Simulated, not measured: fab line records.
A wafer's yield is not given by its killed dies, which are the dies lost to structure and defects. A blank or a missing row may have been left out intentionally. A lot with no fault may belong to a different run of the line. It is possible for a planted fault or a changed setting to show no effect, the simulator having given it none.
fab line records :: flow sky130
[record]
  lots = 6
  wafers = 18
  last-day = 51
route steps=708 shown LDD_P@263 LDD_HVN@267 PAD_OPEN@708
lots untouched by any fault: they come from a run of this same line in which no faults occurred
start-h: the number of hours between the record's first day and the start of the first shown wafer of the lot :: wait-h: how many hours have passed since the lot's step before this one :: " identical to the entry in the row above :: L1.1+2: several wafers, shown together as one row :: - no value, or no start was given :: * or withheld: withheld :: < > ~ a bound
route shown NAME@n: NAME is a module with steps in the file, n the number in the route of the first one :: usual: the fault-free wafers' mean and standard deviation :: same: alike in all rows :: chamber/n: place in a boat :: sites: readings site by site :: _std_site: the values' standard deviation :: _edge_site: inner sites' mean taken away from outer sites' mean :: radius-mm: for every site, how far away it sits from the centre of the wafer :: mask NAME#n: copy n :: behind: tool/chamber where the wafer was last shaped :: hold: the reason the lot was held/the length of the hold in hours/how it ended :: device: whichever transistor did not switch (one of n, p or np) :: end of line: tests run on the same wafers once the route is complete :: a step without rows: its recipe alone :: killed: not the wafer's yield, but the dies lost to structure and defects at the first sort :: map: the dies of a wafer, with x for killed, . for not killed, _ for no die there
set.NAME: the setting that was run; set.NAME@STEP: the one run at that earlier step :: model.NAME: the simulator's own value behind a step, which no gauge read
lots at selected steps of the route; one table per step, one row per wafer
services: from which hour (start-h, from the record's first day; less than 0 if before it) a tool's chamber was out of use, for how many hours, and why
[[steps]]
[step SKY_LDD_P_OVL_MEAS_08]
[usual]
  LDD_P_OVL = 0.4/1.3
lot.wafer: L430.3
tool: overlay-01
chamber: -
start-h: 454.27
wait-h: 0.1
LDD_P_OVL[nm]: 0.4

lot.wafer: L430.4
tool: overlay-01
chamber: -
start-h: 454.27
wait-h: 0.1
LDD_P_OVL[nm]: 0.7

lot.wafer: L430.5
tool: overlay-01
chamber: -
start-h: 454.27
wait-h: 0.1
LDD_P_OVL[nm]: -0.9

lot.wafer: L438.3
tool: overlay-01
chamber: -
start-h: 524.32
wait-h: 0.1
LDD_P_OVL[nm]: 1.4

lot.wafer: L438.4
tool: overlay-01
chamber: -
start-h: 524.32
wait-h: 0.1
LDD_P_OVL[nm]: 1.3

lot.wafer: L438.6
tool: overlay-01
chamber: -
start-h: 524.32
wait-h: 0.1
LDD_P_OVL[nm]: -0.1

lot.wafer: L447.2
tool: overlay-01
chamber: -
start-h: 587.94
wait-h: 0.1
LDD_P_OVL[nm]: 1.8

lot.wafer: L447.3
tool: overlay-01
chamber: -
start-h: 587.94
wait-h: 0.1
LDD_P_OVL[nm]: 1.6

lot.wafer: L447.6
tool: overlay-01
chamber: -
start-h: 587.94
wait-h: 0.1
LDD_P_OVL[nm]: 2.1

lot.wafer: L448.1
tool: overlay-01
chamber: -
start-h: 593.51
wait-h: 0.1
LDD_P_OVL[nm]: -2.4

lot.wafer: L448.3
tool: overlay-01
chamber: -
start-h: 593.51
wait-h: 0.1
LDD_P_OVL[nm]: 0.2

lot.wafer: L448.4
tool: overlay-01
chamber: -
start-h: 593.51
wait-h: 0.1
LDD_P_OVL[nm]: 0.2

lot.wafer: L451.1
tool: overlay-02
chamber: -
start-h: 614.71
wait-h: 0.1
LDD_P_OVL[nm]: 1.1

lot.wafer: L451.2
tool: overlay-02
chamber: -
start-h: 614.71
wait-h: 0.1
LDD_P_OVL[nm]: 1.5

lot.wafer: L451.6
tool: overlay-02
chamber: -
start-h: 614.71
wait-h: 0.1
LDD_P_OVL[nm]: 0.3

lot.wafer: L453.1
tool: overlay-02
chamber: -
start-h: 631.68
wait-h: 0.1
LDD_P_OVL[nm]: 2.6

lot.wafer: L453.2
tool: overlay-02
chamber: -
start-h: 631.68
wait-h: 0.1
LDD_P_OVL[nm]: -0.2

lot.wafer: L453.3
tool: overlay-02
chamber: -
start-h: 631.68
wait-h: 0.1
LDD_P_OVL[nm]: 1.4
[step SKY_LDD_P_IMPLANT_09]
[recipe]
  species = BF2
  energy-kev = 25
  dose-cm2 = 1e+13
  tilt-deg = withheld
[step SKY_LDD_P_STRIP_10]
[recipe]
  chemistry = O2/N2
  power-w = 1400
  pressure-mtorr = 1500
  platen-temp-c = withheld
  o2-flow-sccm = 3000
  n2-flow-sccm = 300
  overash-fraction = 0.5
[usual]
  drypump-motor-current-A = 5.5/0.33
  n2-flow-sccm = 300.1/0.98
  oes-product-au = 0.715/0.0043
  strip-time-to-endpoint-s = 14.19/0.039
lot.wafer: L430.3
tool: plasma-asher-01
chamber: 1
start-h: 454.48
wait-h: 0.1
drypump-motor-current-A: 5.3
n2-flow-sccm: 300.4
oes-product-au: 0.711
rf-hours-counter-h: -
strip-time-to-endpoint-s: 14.18

lot.wafer: L430.4
tool: plasma-asher-01
chamber: 0
start-h: 454.48
wait-h: 0.1
drypump-motor-current-A: 5.1
n2-flow-sccm: 300.7
oes-product-au: 0.718
rf-hours-counter-h: -
strip-time-to-endpoint-s: 14.20

lot.wafer: L430.5
tool: plasma-asher-01
chamber: 1
start-h: 454.48
wait-h: 0.1
drypump-motor-current-A: 5.3
n2-flow-sccm: 299.5
oes-product-au: 0.717
rf-hours-counter-h: -
strip-time-to-endpoint-s: 14.17

lot.wafer: L438.3
tool: plasma-asher-04
chamber: 1
start-h: 524.53
wait-h: 0.1
drypump-motor-current-A: 5.9
n2-flow-sccm: 300.5
oes-product-au: 0.708
rf-hours-counter-h: -
strip-time-to-endpoint-s: 14.26

lot.wafer: L438.4
tool: plasma-asher-04
chamber: 0
start-h: 524.53
wait-h: 0.1
drypump-motor-current-A: 5.9
n2-flow-sccm: 299.4
oes-product-au: 0.716
rf-hours-counter-h: -
strip-time-to-endpoint-s: 14.23

lot.wafer: L438.6
tool: plasma-asher-04
chamber: 0
start-h: 524.53
wait-h: 0.1
drypump-motor-current-A: 5.9
n2-flow-sccm: 300.9
oes-product-au: 0.713
rf-hours-counter-h: -
strip-time-to-endpoint-s: 14.21

lot.wafer: L447.2
tool: plasma-asher-01
chamber: 0
start-h: 588.12
wait-h: 0.1
drypump-motor-current-A: 5.1
n2-flow-sccm: 298.8
oes-product-au: 0.712
rf-hours-counter-h: 46
strip-time-to-endpoint-s: 14.22

lot.wafer: L447.3
tool: plasma-asher-01
chamber: 0
start-h: 588.12
wait-h: 0.1
drypump-motor-current-A: 5.1
n2-flow-sccm: 298.0
oes-product-au: 0.713
rf-hours-counter-h: -
strip-time-to-endpoint-s: 14.22

lot.wafer: L447.6
tool: plasma-asher-01
chamber: 1
start-h: 588.12
wait-h: 0.1
drypump-motor-current-A: 5.3
n2-flow-sccm: 300.2
oes-product-au: 0.713
rf-hours-counter-h: -
strip-time-to-endpoint-s: 14.24

lot.wafer: L448.1
tool: plasma-asher-01
chamber: 1
start-h: 593.69
wait-h: 0.1
drypump-motor-current-A: 5.3
n2-flow-sccm: 298.8
oes-product-au: 0.713
rf-hours-counter-h: 47
strip-time-to-endpoint-s: 14.18

lot.wafer: L448.3
tool: plasma-asher-01
chamber: 1
start-h: 593.69
wait-h: 0.1
drypump-motor-current-A: 5.3
n2-flow-sccm: 300.5
oes-product-au: 0.707
rf-hours-counter-h: -
strip-time-to-endpoint-s: 14.21

lot.wafer: L448.4
tool: plasma-asher-01
chamber: 0
start-h: 593.69
wait-h: 0.1
drypump-motor-current-A: 5.1
n2-flow-sccm: 299.6
oes-product-au: 0.711
rf-hours-counter-h: -
strip-time-to-endpoint-s: 14.11

lot.wafer: L451.1
tool: plasma-asher-04
chamber: 0
start-h: 614.90
wait-h: 0.1
drypump-motor-current-A: 5.9
n2-flow-sccm: 300.1
oes-product-au: 0.718
rf-hours-counter-h: 20
strip-time-to-endpoint-s: 14.12

lot.wafer: L451.2
tool: plasma-asher-04
chamber: 1
start-h: 614.90
wait-h: 0.1
drypump-motor-current-A: 5.8
n2-flow-sccm: 300.5
oes-product-au: 0.714
rf-hours-counter-h: 20
strip-time-to-endpoint-s: 14.21

lot.wafer: L451.6
tool: plasma-asher-04
chamber: 0
start-h: 614.90
wait-h: 0.1
drypump-motor-current-A: 5.9
n2-flow-sccm: 300.6
oes-product-au: 0.707
rf-hours-counter-h: -
strip-time-to-endpoint-s: 14.19

lot.wafer: L453.1
tool: plasma-asher-02
chamber: 0
start-h: 631.87
wait-h: 0.1
drypump-motor-current-A: 5.7
n2-flow-sccm: 298.8
oes-product-au: 0.713
rf-hours-counter-h: 93
strip-time-to-endpoint-s: 14.19

lot.wafer: L453.2
tool: plasma-asher-02
chamber: 1
start-h: 631.87
wait-h: 0.1
drypump-motor-current-A: 5.9
n2-flow-sccm: 298.4
oes-product-au: 0.716
rf-hours-counter-h: 93
strip-time-to-endpoint-s: 14.17

lot.wafer: L453.3
tool: plasma-asher-02
chamber: 0
start-h: 631.87
wait-h: 0.1
drypump-motor-current-A: 5.7
n2-flow-sccm: 301.5
oes-product-au: 0.716
rf-hours-counter-h: -
strip-time-to-endpoint-s: 14.21
[step SKY_LDD_P_TW_MEAS_11]
[usual]
  LDD_P_TW = 632/5.6
lot.wafer: L430.3
tool: film-metro-01
chamber: -
start-h: 454.57
wait-h: 0.1
LDD_P_TW: 629

lot.wafer: L430.4
tool: film-metro-01
chamber: -
start-h: 454.57
wait-h: 0.1
LDD_P_TW: 631

lot.wafer: L430.5
tool: film-metro-01
chamber: -
start-h: 454.57
wait-h: 0.1
LDD_P_TW: 632

lot.wafer: L438.3
tool: film-metro-01
chamber: -
start-h: 524.61
wait-h: 0.1
LDD_P_TW: 633

lot.wafer: L438.4
tool: film-metro-01
chamber: -
start-h: 524.61
wait-h: 0.1
LDD_P_TW: 629

lot.wafer: L438.6
tool: film-metro-01
chamber: -
start-h: 524.61
wait-h: 0.1
LDD_P_TW: 628

lot.wafer: L447.2
tool: film-metro-01
chamber: -
start-h: 588.23
wait-h: 0.1
LDD_P_TW: 629

lot.wafer: L447.3
tool: film-metro-01
chamber: -
start-h: 588.23
wait-h: 0.1
LDD_P_TW: 632

lot.wafer: L447.6
tool: film-metro-01
chamber: -
start-h: 588.23
wait-h: 0.1
LDD_P_TW: 626

lot.wafer: L448.1
tool: film-metro-01
chamber: -
start-h: 593.79
wait-h: 0.1
LDD_P_TW: 626

lot.wafer: L448.3
tool: film-metro-01
chamber: -
start-h: 593.79
wait-h: 0.1
LDD_P_TW: 632

lot.wafer: L448.4
tool: film-metro-01
chamber: -
start-h: 593.79
wait-h: 0.1
LDD_P_TW: 632

lot.wafer: L451.1
tool: film-metro-04
chamber: -
start-h: 615.00
wait-h: 0.1
LDD_P_TW: 640

lot.wafer: L451.2
tool: film-metro-04
chamber: -
start-h: 615.00
wait-h: 0.1
LDD_P_TW: 643

lot.wafer: L451.6
tool: film-metro-04
chamber: -
start-h: 615.00
wait-h: 0.1
LDD_P_TW: 642

lot.wafer: L453.1
tool: film-metro-01
chamber: -
start-h: 631.97
wait-h: 0.1
LDD_P_TW: 628

lot.wafer: L453.2
tool: film-metro-01
chamber: -
start-h: 631.97
wait-h: 0.1
LDD_P_TW: 624

lot.wafer: L453.3
tool: film-metro-01
chamber: -
start-h: 631.97
wait-h: 0.1
LDD_P_TW: 626
[step SKY_LDD_HVN_DEHYDRATE_00]
[recipe]
  temp-c = 200
  time-s = 60
[step SKY_LDD_HVN_HMDS_01]
[recipe]
  prime-time-s = 60
  prime-temp-c = 120
[step SKY_LDD_HVN_COAT_02]
[recipe]
  resist = NOVOLAK
  spin-rpm = 3000
  resist-thk-nm = 300
[step SKY_LDD_HVN_SOFTBAKE_03]
[recipe]
  temp-c = 90
  time-s = 60
  resist = NOVOLAK
[step SKY_LDD_HVN_EXPOSE_04]
[recipe]
  mask-id = HVNTM
  na = 0.6
  source-shape = conventional
  sigma-outer = 0.6
  polarization = unpolarized
  target-cd-nm = 700
  dose-mj = 127
[step SKY_LDD_HVN_PEB_05]
[recipe]
  temp-c = withheld
  time-s = *
  resist = NOVOLAK
[step SKY_LDD_HVN_DEVELOP_06]
[recipe]
  resist = NOVOLAK
  developer = TMAH
  develop-time-s = 60
  dev-temp-c = 23
[step SKY_LDD_HVN_OVL_MEAS_07]
[usual]
  LDD_HVN_OVL = -0.5/1.6
lot.wafer: L430.3
tool: overlay-02
chamber: -
start-h: 484.08
wait-h: 0.1
LDD_HVN_OVL[nm]: 0.6

lot.wafer: L430.4
tool: overlay-02
chamber: -
start-h: 484.08
wait-h: 0.1
LDD_HVN_OVL[nm]: -1.4

lot.wafer: L430.5
tool: overlay-02
chamber: -
start-h: 484.08
wait-h: 0.1
LDD_HVN_OVL[nm]: -1.2

lot.wafer: L438.3
tool: overlay-01
chamber: -
start-h: 554.30
wait-h: 0.1
LDD_HVN_OVL[nm]: -1.9

lot.wafer: L438.4
tool: overlay-01
chamber: -
start-h: 554.30
wait-h: 0.1
LDD_HVN_OVL[nm]: 0.2

lot.wafer: L438.6
tool: overlay-01
chamber: -
start-h: 554.30
wait-h: 0.1
LDD_HVN_OVL[nm]: -2.4

lot.wafer: L447.2
tool: overlay-02
chamber: -
start-h: 616.45
wait-h: 0.1
LDD_HVN_OVL[nm]: -2.9

lot.wafer: L447.3
tool: overlay-02
chamber: -
start-h: 616.45
wait-h: 0.1
LDD_HVN_OVL[nm]: -4.0

lot.wafer: L447.6
tool: overlay-02
chamber: -
start-h: 616.45
wait-h: 0.1
LDD_HVN_OVL[nm]: -3.0

lot.wafer: L448.1
tool: overlay-02
chamber: -
start-h: 623.04
wait-h: 0.1
LDD_HVN_OVL[nm]: -3.8

lot.wafer: L448.3
tool: overlay-02
chamber: -
start-h: 623.04
wait-h: 0.1
LDD_HVN_OVL[nm]: -4.2

lot.wafer: L448.4
tool: overlay-02
chamber: -
start-h: 623.04
wait-h: 0.1
LDD_HVN_OVL[nm]: -5.1

lot.wafer: L451.1
tool: overlay-02
chamber: -
start-h: 643.89
wait-h: 0.1
LDD_HVN_OVL[nm]: -1.0

lot.wafer: L451.2
tool: overlay-02
chamber: -
start-h: 643.89
wait-h: 0.1
LDD_HVN_OVL[nm]: -2.4

lot.wafer: L451.6
tool: overlay-02
chamber: -
start-h: 643.89
wait-h: 0.1
LDD_HVN_OVL[nm]: -2.3

lot.wafer: L453.1
tool: overlay-01
chamber: -
start-h: 660.26
wait-h: 0.1
LDD_HVN_OVL[nm]: 0.6

lot.wafer: L453.2
tool: overlay-01
chamber: -
start-h: 660.26
wait-h: 0.1
LDD_HVN_OVL[nm]: 1.1

lot.wafer: L453.3
tool: overlay-01
chamber: -
start-h: 660.26
wait-h: 0.1
LDD_HVN_OVL[nm]: 0.5
[step SKY_LDD_HVN_IMPLANT_08]
[recipe]
  species = P
  energy-kev = 60
  dose-cm2 = 3e+13
  tilt-deg = 40
[usual]
  dose-ions-cm2 = 3e+13/3.4e+10
lot.wafer: L430.3
tool: implanter-03
chamber: 0
start-h: 484.15
wait-h: 0.1
dose-ions-cm2: 2.999e+13

lot.wafer: L430.4
tool: implanter-03
chamber: 0
start-h: 484.15
wait-h: 0.1
dose-ions-cm2: 2.997e+13

lot.wafer: L430.5
tool: implanter-03
chamber: 0
start-h: 484.15
wait-h: 0.1
dose-ions-cm2: 2.996e+13

lot.wafer: L438.3
tool: implanter-01
chamber: 0
start-h: 554.37
wait-h: 0.1
dose-ions-cm2: 3.006e+13

lot.wafer: L438.4
tool: implanter-01
chamber: 0
start-h: 554.37
wait-h: 0.1
dose-ions-cm2: 3.004e+13

lot.wafer: L438.6
tool: implanter-01
chamber: 0
start-h: 554.37
wait-h: 0.1
dose-ions-cm2: 3.002e+13

lot.wafer: L447.2
tool: implanter-01
chamber: 0
start-h: 616.50
wait-h: 0.0
dose-ions-cm2: 3.053e+13

lot.wafer: L447.3
tool: implanter-01
chamber: 0
start-h: 616.50
wait-h: 0.0
dose-ions-cm2: 3.055e+13

lot.wafer: L447.6
tool: implanter-01
chamber: 0
start-h: 616.50
wait-h: 0.0
dose-ions-cm2: 3.054e+13

lot.wafer: L448.1
tool: implanter-01
chamber: 0
start-h: 623.08
wait-h: 0.0
dose-ions-cm2: 3.051e+13

lot.wafer: L448.3
tool: implanter-01
chamber: 0
start-h: 623.08
wait-h: 0.0
dose-ions-cm2: 3.055e+13

lot.wafer: L448.4
tool: implanter-01
chamber: 0
start-h: 623.08
wait-h: 0.0
dose-ions-cm2: 3.051e+13

lot.wafer: L451.1
tool: implanter-03
chamber: 0
start-h: 643.92
wait-h: 0.0
dose-ions-cm2: 3.005e+13

lot.wafer: L451.2
tool: implanter-03
chamber: 0
start-h: 643.92
wait-h: 0.0
dose-ions-cm2: 2.999e+13

lot.wafer: L451.6
tool: implanter-03
chamber: 0
start-h: 643.92
wait-h: 0.0
dose-ions-cm2: 3.005e+13

lot.wafer: L453.1
tool: implanter-04
chamber: 0
start-h: 660.30
wait-h: 0.0
dose-ions-cm2: 2.997e+13

lot.wafer: L453.2
tool: implanter-04
chamber: 0
start-h: 660.30
wait-h: 0.0
dose-ions-cm2: 2.999e+13

lot.wafer: L453.3
tool: implanter-04
chamber: 0
start-h: 660.30
wait-h: 0.0
dose-ions-cm2: 2.998e+13
[step SKY_LDD_HVN_STRIP_09]
[recipe]
  chemistry = O2/N2
  power-w = 1400
  pressure-mtorr = 1500
  platen-temp-c = withheld
  o2-flow-sccm = 3000
  n2-flow-sccm = 300
  overash-fraction = 0.5
[usual]
  drypump-motor-current-A = 5.68/0.27
  n2-flow-sccm = 300.0/0.94
  oes-product-au = 0.408/0.0047
  strip-time-to-endpoint-s = 4.137/0.016
lot.wafer: L430.3
tool: plasma-asher-02
chamber: 1
start-h: 484.28
wait-h: 0.1
drypump-motor-current-A: 5.90
n2-flow-sccm: 298.4
oes-product-au: 0.400
rf-hours-counter-h: -
strip-time-to-endpoint-s: 4.143

lot.wafer: L430.4
tool: plasma-asher-02
chamber: 0
start-h: 484.28
wait-h: 0.1
drypump-motor-current-A: 5.69
n2-flow-sccm: 299.6
oes-product-au: 0.414
rf-hours-counter-h: -
strip-time-to-endpoint-s: 4.144

lot.wafer: L430.5
tool: plasma-asher-02
chamber: 0
start-h: 484.28
wait-h: 0.1
drypump-motor-current-A: 5.69
n2-flow-sccm: 300.2
oes-product-au: 0.411
rf-hours-counter-h: -
strip-time-to-endpoint-s: 4.141

lot.wafer: L438.3
tool: plasma-asher-04
chamber: 0
start-h: 554.51
wait-h: 0.1
drypump-motor-current-A: 5.92
n2-flow-sccm: 300.1
oes-product-au: 0.410
rf-hours-counter-h: -
strip-time-to-endpoint-s: 4.127

lot.wafer: L438.4
tool: plasma-asher-04
chamber: 1
start-h: 554.51
wait-h: 0.1
drypump-motor-current-A: 5.86
n2-flow-sccm: 300.0
oes-product-au: 0.398
rf-hours-counter-h: -
strip-time-to-endpoint-s: 4.159

lot.wafer: L438.6
tool: plasma-asher-04
chamber: 1
start-h: 554.51
wait-h: 0.1
drypump-motor-current-A: 5.85
n2-flow-sccm: 300.0
oes-product-au: 0.411
rf-hours-counter-h: -
strip-time-to-endpoint-s: 4.131

lot.wafer: L447.2
tool: plasma-asher-02
chamber: 0
start-h: 616.63
wait-h: 0.1
drypump-motor-current-A: 5.68
n2-flow-sccm: 300.3
oes-product-au: 0.408
rf-hours-counter-h: 91
strip-time-to-endpoint-s: 4.149

lot.wafer: L447.3
tool: plasma-asher-02
chamber: 1
start-h: 616.63
wait-h: 0.1
drypump-motor-current-A: 5.92
n2-flow-sccm: 302.0
oes-product-au: 0.411
rf-hours-counter-h: -
strip-time-to-endpoint-s: 4.155

lot.wafer: L447.6
tool: plasma-asher-02
chamber: 1
start-h: 616.63
wait-h: 0.1
drypump-motor-current-A: 5.91
n2-flow-sccm: 302.2
oes-product-au: 0.406
rf-hours-counter-h: -
strip-time-to-endpoint-s: 4.150

lot.wafer: L448.1
tool: plasma-asher-02
chamber: 1
start-h: 623.23
wait-h: 0.1
drypump-motor-current-A: 5.92
n2-flow-sccm: 300.6
oes-product-au: 0.410
rf-hours-counter-h: 92
strip-time-to-endpoint-s: 4.119

lot.wafer: L448.3
tool: plasma-asher-02
chamber: 0
start-h: 623.23
wait-h: 0.1
drypump-motor-current-A: 5.68
n2-flow-sccm: 297.6
oes-product-au: 0.407
rf-hours-counter-h: -
strip-time-to-endpoint-s: 4.134

lot.wafer: L448.4
tool: plasma-asher-02
chamber: 1
start-h: 623.23
wait-h: 0.1
drypump-motor-current-A: 5.91
n2-flow-sccm: 300.0
oes-product-au: 0.401
rf-hours-counter-h: -
strip-time-to-endpoint-s: 4.122

lot.wafer: L451.1
tool: plasma-asher-02
chamber: 1
start-h: 644.07
wait-h: 0.1
drypump-motor-current-A: 5.94
n2-flow-sccm: 299.6
oes-product-au: 0.402
rf-hours-counter-h: 94
strip-time-to-endpoint-s: 4.152

lot.wafer: L451.2
tool: plasma-asher-02
chamber: 0
start-h: 644.07
wait-h: 0.1
drypump-motor-current-A: 5.71
n2-flow-sccm: 300.7
oes-product-au: 0.409
rf-hours-counter-h: 94
strip-time-to-endpoint-s: 4.117

lot.wafer: L451.6
tool: plasma-asher-02
chamber: 1
start-h: 644.07
wait-h: 0.1
drypump-motor-current-A: 5.94
n2-flow-sccm: 298.3
oes-product-au: 0.408
rf-hours-counter-h: -
strip-time-to-endpoint-s: 4.104

lot.wafer: L453.1
tool: plasma-asher-03
chamber: 1
start-h: 660.45
wait-h: 0.1
drypump-motor-current-A: 5.28
n2-flow-sccm: 301.4
oes-product-au: 0.411
rf-hours-counter-h: 84
strip-time-to-endpoint-s: 4.156

lot.wafer: L453.2
tool: plasma-asher-03
chamber: 0
start-h: 660.45
wait-h: 0.1
drypump-motor-current-A: 5.32
n2-flow-sccm: 299.9
oes-product-au: 0.401
rf-hours-counter-h: 84
strip-time-to-endpoint-s: 4.140

lot.wafer: L453.3
tool: plasma-asher-03
chamber: 1
start-h: 660.45
wait-h: 0.1
drypump-motor-current-A: 5.25
n2-flow-sccm: 300.1
oes-product-au: 0.404
rf-hours-counter-h: -
strip-time-to-endpoint-s: 4.132
[step SKY_PAD_OPEN_PROBE_99]
[usual]
  killed_at_M0_to_M3 = 42/6.7
  killed_at_M4_up = 3.0/1.9
  killed-at-contacts = 24/5.3
  killed-at-front-end = 16/4.3
  killed-at-other = 0.4/0.71
  killed-dies = 85/9.6
  killed-open = 46/6.5
  killed-short = 39/6.7
[same]
  gross-dies = 492
  killed-at-back-side = 0
lot.wafer: L438.3
tool: prober-02
chamber: -
start-h: 1155.20
wait-h: 0.2
killed_at_M0_to_M3: 36
killed_at_M4_up: 3
killed-at-contacts: 19
killed-at-front-end: 23
killed-at-other: 1
killed-dies: 82
killed-open: 40
killed-short: 41

lot.wafer: L438.4
tool: prober-02
chamber: -
start-h: 1155.25
wait-h: 0.2
killed_at_M0_to_M3: 35
killed_at_M4_up: 3
killed-at-contacts: 19
killed-at-front-end: 11
killed-at-other: 0
killed-dies: 68
killed-open: 36
killed-short: 32

lot.wafer: L438.6
tool: prober-02
chamber: -
start-h: 1155.35
wait-h: 0.2
killed_at_M0_to_M3: 27
killed_at_M4_up: 5
killed-at-contacts: 27
killed-at-front-end: 16
killed-at-other: 0
killed-dies: 75
killed-open: 44
killed-short: 31
// killed by level:class
L438.3 VIA1:geometric-particle:open=9 LI_CONTACT:geometric-particle:open=7 FIELD_ISO:geometric-particle:short=5 POLY_GATE:geometric-particle:open=5 METAL1:geometric-particle:short=5 VIA1:geometric-particle:short=5 POLY_GATE:geometric-particle:short=4 VIA2:geometric-particle:short=4
L438.4 VIA1:geometric-particle:open=10 METAL2:geometric-particle:short=7 LI_CONTACT:geometric-particle:open=6 CONTACT:geometric-particle:open=6 VIA2:geometric-particle:open=5 FIELD_ISO:geometric-particle:short=3 METAL1:geometric-particle:short=3 METAL4:geometric-particle:short=3
L438.6 LI_CONTACT:geometric-particle:open=10 CONTACT:geometric-particle:open=9 VIA1:geometric-particle:open=8 FIELD_ISO:geometric-particle:short=5 POLY_GATE:geometric-particle:short=5 VIA3:geometric-particle:open=5 VIA2:geometric-particle:short=4 POLY_GATE:geometric-particle:open=4
[[services]]
tool: plasma-asher-03
chamber: -
start-h: 467.60
hours: 10.3
kind: repair

tool: implanter-04
chamber: -
start-h: 468.70
hours: 0.5
kind: repair

tool: plasma-asher-03
chamber: -
start-h: 529.88
hours: 22.8
kind: pm

tool: plasma-asher-02
chamber: -
start-h: 545.50
hours: 14.6
kind: pm

tool: implanter-03
chamber: -
start-h: 554.95
hours: 2.1
kind: pm

tool: implanter-04
chamber: -
start-h: 562.44
hours: 1.4
kind: repair

tool: plasma-asher-04
chamber: -
start-h: 578.01
hours: 1.6
kind: repair

tool: implanter-01
chamber: -
start-h: 601.09
hours: 0.6
kind: repair

tool: implanter-01
chamber: -
start-h: 636.26
hours: 4.8
kind: repair

tool: implanter-04
chamber: -
start-h: 637.25
hours: 2.0
kind: pm

tool: implanter-04
chamber: -
start-h: 645.51
hours: 1.1
kind: repair

tool: plasma-asher-04
chamber: -
start-h: 657.61
hours: 13.8
kind: repair
[[key]]
[first-sign]
  step = SKY_LDD_HVN_IMPLANT_08
  reading = dose-ions-cm2
  direction = up
  sigmas = 15
  usual = *
  struck = *
effect none on later readings
met-at SKY_LDD_HVN_IMPLANT_08
struck-wafers L447.2,L447.3,L447.6,L448.1,L448.3,L448.4
tester-left-out L447,L448
onset-between 554.37 616.50
[fault]
  kind = process-parameter-drift
  tool = implanter-01
  chamber = -
  onset-h = 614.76
  steps = SKY_LDD_HVN_IMPLANT_08
  channel = dose-cm2
  offset = *
  shape = step
  end-h = 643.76
  acts-in = *
  stated = *
// tester-left-out: of these lots the tester's yield and bins aren't shown, on N5 and GAA mostly nor the transistor test; their killed dies are dies lost to structure and defects alone, not to doping, threshold or leakage, so they don't give the yield
